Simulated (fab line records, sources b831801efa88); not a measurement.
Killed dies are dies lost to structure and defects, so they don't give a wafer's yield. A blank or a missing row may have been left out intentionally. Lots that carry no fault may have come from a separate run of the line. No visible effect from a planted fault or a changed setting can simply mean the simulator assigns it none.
Which of the tools did it?    flow sky130    39 wafers from 13 lots sampled at 3 of the route's 708 steps

## WHAT THE GAUGES SHOWED, per wafer
SKY_PWDE_OVL_MEAS_07. Usual: PWDE_OVL gives 1.1 nm (standard deviation 1.3).
lot   measured     on          PWDE_OVL (nm)  flag
L823  day 3 18:01  overlay-01  0.0 -0.6 1.0   
L824  day 4 01:27  overlay-01  -1.6 -0.2 0.6  
L825  day 4 11:46  overlay-01  -0.2 1.3 0.3   
L826  day 4 18:34  overlay-02  2.0 2.8 4.6    
L835  day 6 17:07  overlay-01  0.2 1.2 0.8    
L837  day 7 04:17  overlay-02  1.7 1.8 1.7    
L838  day 7 07:43  overlay-02  3.0 4.6 3.4    
L840  day 7 18:30  overlay-02  2.8 2.9 1.9    
L841  day 8 00:42  overlay-02  -0.4 -1.4 1.9  
L842  day 8 07:47  overlay-01  0.9 2.0 1.6    
L844  day 8 17:50  overlay-02  0.9 2.1 2.2    
L845  day 8 23:36  overlay-01  0.4 -0.2 -1.6  
L846  day 9 07:28  overlay-01  0.0 1.1 -0.8   

SKY_PWDE_TW_MEAS_10. Usual: PWDE_TW gives 376.3 (standard deviation 1.7).
lot   measured     on            PWDE_TW            flag
L823  day 3 18:19  filmMetro-02  376.2 376.7 374.6  
L824  day 4 01:46  filmMetro-02  372.3 375.3 374.6  
L825  day 4 12:03  filmMetro-02  374.1 374.5 376.3  
L826  day 4 18:52  filmMetro-02  373.1 375.1 375.7  
L835  day 6 17:25  filmMetro-04  375.4 375.0 377.4  
L837  day 7 04:34  filmMetro-02  379.4 378.5 375.7  
L838  day 7 08:01  filmMetro-01  376.6 375.1 377.4  
L840  day 7 18:47  filmMetro-02  379.6 379.3 376.5  
L841  day 8 00:59  filmMetro-02  376.9 376.3 380.1  
L842  day 8 08:05  filmMetro-02  379.5 377.5 380.0  
L844  day 8 18:08  filmMetro-02  377.7 376.9 376.5  
L845  day 8 23:53  filmMetro-04  379.3 377.2 378.2  
L846  day 9 07:48  filmMetro-01  375.6 373.8 376.3  

## WHICH TOOL RAN EACH LOT (tool, then ch and the chambers of the sampled wafers, then the start)
lot   SKY_FIELD_ISO_STRIP_16
L823  plasmaAsher-02 ch 0,1, day 2 04:31
L824  plasmaAsher-01 ch 0,1, day 2 10:55
L825  plasmaAsher-01 ch 0,1, day 2 16:20
L826  plasmaAsher-01 ch 0,1, day 2 20:41
L835  plasmaAsher-01 ch 0,1, day 4 19:54
L837  plasmaAsher-01 ch 0,1, day 5 06:25
L838  plasmaAsher-02 ch 0,1, day 5 11:03
L840  plasmaAsher-01 ch 0,1, day 5 21:34
L841  plasmaAsher-02 ch 0,1, day 6 02:31
L842  plasmaAsher-01 ch 0,1, day 6 09:11
L844  plasmaAsher-04 ch 0,1, day 6 19:07
L845  plasmaAsher-01 ch 0,1, day 6 22:46
L846  plasmaAsher-02 ch 0,1, day 7 05:35
- SKY_FIELD_ISO_STRIP_16: strips in O2/N2.

## AS READ BY THE TOOLS THEMSELVES (means over the sampled wafers that have a number; for cases with no such wafer, the mark the record gives instead)
SKY_FIELD_ISO_STRIP_16. Usual: drypumpMotorCurrentA 5.3 A, standard deviation 0.35; n2FlowSccm 300.0 sccm, standard deviation 0.96; oesProductAu 0.378 a.u., standard deviation 0.0052; stripTimeToEndpointS 3.538 s, standard deviation 0.026.
lot   tool            drypumpMotorCurrentA (A)  n2FlowSccm (sccm)  oesProductAu (a.u.)  stripTimeToEndpointS (s)  flag
L823  plasmaAsher-02  5.5                       298.9              0.378                3.538                     
L824  plasmaAsher-01  5.1                       301.1              0.378                3.535                     
L825  plasmaAsher-01  5.3                       299.9              0.377                3.548                     
L826  plasmaAsher-01  5.1                       300.4              0.376                3.524                     
L835  plasmaAsher-01  5.3                       300.0              0.380                3.525                     
L837  plasmaAsher-01  5.2                       300.4              0.380                3.539                     
L838  plasmaAsher-02  5.8                       299.1              0.374                3.530                     
L840  plasmaAsher-01  5.2                       300.5              0.373                3.560                     
L841  plasmaAsher-02  5.5                       299.8              0.378                3.531                     
L842  plasmaAsher-01  5.2                       298.4              0.380                3.544                     
L844  plasmaAsher-04  5.2                       299.6              0.380                3.551                     
L845  plasmaAsher-01  5.1                       301.3              0.379                3.530                     
L846  plasmaAsher-02  5.8                       300.7              0.381                3.508                     

## THE ANSWER, worked out from the rows above alone
Rule: a lot counts as off when the mean over its wafers that have a number is more than 3 standard deviations away from the usual mean. A lot without any number at a reading at which 4 lots or more have one is off too. The other lots that the step has rows for count as sound. Order of review: gauges by route order, followed by the tools' own readings, for which a lot's mean as printed above is used. The first step at which some lot is off is used, and at that step the reading that is off furthest; a lot without a number counts as furthest.
None of the lots is off at any reading shown; this tells nothing.

## WHAT WAS PUT IN BY THE SIMULATOR
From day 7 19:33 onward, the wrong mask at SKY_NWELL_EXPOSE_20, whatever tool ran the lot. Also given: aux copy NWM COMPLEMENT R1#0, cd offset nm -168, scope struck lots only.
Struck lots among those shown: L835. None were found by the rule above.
